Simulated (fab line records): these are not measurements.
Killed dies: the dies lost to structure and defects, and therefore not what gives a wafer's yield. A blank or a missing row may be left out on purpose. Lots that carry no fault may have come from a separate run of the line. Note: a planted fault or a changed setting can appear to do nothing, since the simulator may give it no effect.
Which tool is to blame? || flow gf180mcu || 18 wafers from 6 lots sampled at 2 of the route's 602 steps

== WHAT EACH GAUGE READ, for each wafer ==
GF_MIM_THK_MEAS_11: measures by xrf.
{"lot": "L271", "measured": "day 24 20:58", "on": "film_metro-03", "MIM_ALCU_THK (nm)": "203.7 203.8 202.9"}
{"lot": "L275", "measured": "day 26 15:08", "on": "film_metro-03", "MIM_ALCU_THK (nm)": "195.8 195.5 196.7"}
{"lot": "L277", "measured": "day 27 06:56", "on": "film_metro-01", "MIM_ALCU_THK (nm)": "198.1 199.1 199.9"}
{"lot": "L280", "measured": "day 27 23:31", "on": "film_metro-03", "MIM_ALCU_THK (nm)": "203.4 201.2 199.6"}
{"lot": "L283", "measured": "day 29 00:02", "on": "film_metro-01", "MIM_ALCU_THK (nm)": "202.8 200.2 202.3"}
{"lot": "L286", "measured": "day 29 21:20", "on": "film_metro-01", "MIM_ALCU_THK (nm)": "202.2 204.2 202.3"}

== TOOL THAT RAN EACH LOT (tool first, then ch and the chambers of the sampled wafers, then the start) ==
{"lot": "L271", "GF_DUAL_GATE_STRIP_13": "plasma_asher-03 ch 0,1, day 8 19:37"}
{"lot": "L275", "GF_DUAL_GATE_STRIP_13": "plasma_asher-04 ch 0,1, day 10 03:28"}
{"lot": "L277", "GF_DUAL_GATE_STRIP_13": "plasma_asher-04 ch 0,1, day 10 15:45"}
{"lot": "L280", "GF_DUAL_GATE_STRIP_13": "plasma_asher-02 ch 0,1, day 11 12:16"}
{"lot": "L283", "GF_DUAL_GATE_STRIP_13": "plasma_asher-04 ch 0,1, day 12 09:29"}
{"lot": "L286", "GF_DUAL_GATE_STRIP_13": "plasma_asher-04 ch 0,1, day 13 06:29"}
- GF_DUAL_GATE_STRIP_13: strips in O2/N2.

== THE ANSWER, worked out from the rows above alone ==
Rule: the usual values come from the lots themselves. Put in order of their means at a reading, lots are off if they are a third of the lots or fewer, leave a main group of 4 or more, and stand apart from it by a gap of 3 or more times the standard deviation of the main group's means; of several such gaps the widest counts. The tables above print the reading to a certain number of digits; a main group whose means all agree to those digits is not used. Also off: a lot with no number at a reading for which 4 or more lots have one. The other lots that the step has rows for count as sound.
Across all readings shown, no lot is off: no conclusion can be drawn from this.

== WHAT THE SIMULATOR PUT IN ==
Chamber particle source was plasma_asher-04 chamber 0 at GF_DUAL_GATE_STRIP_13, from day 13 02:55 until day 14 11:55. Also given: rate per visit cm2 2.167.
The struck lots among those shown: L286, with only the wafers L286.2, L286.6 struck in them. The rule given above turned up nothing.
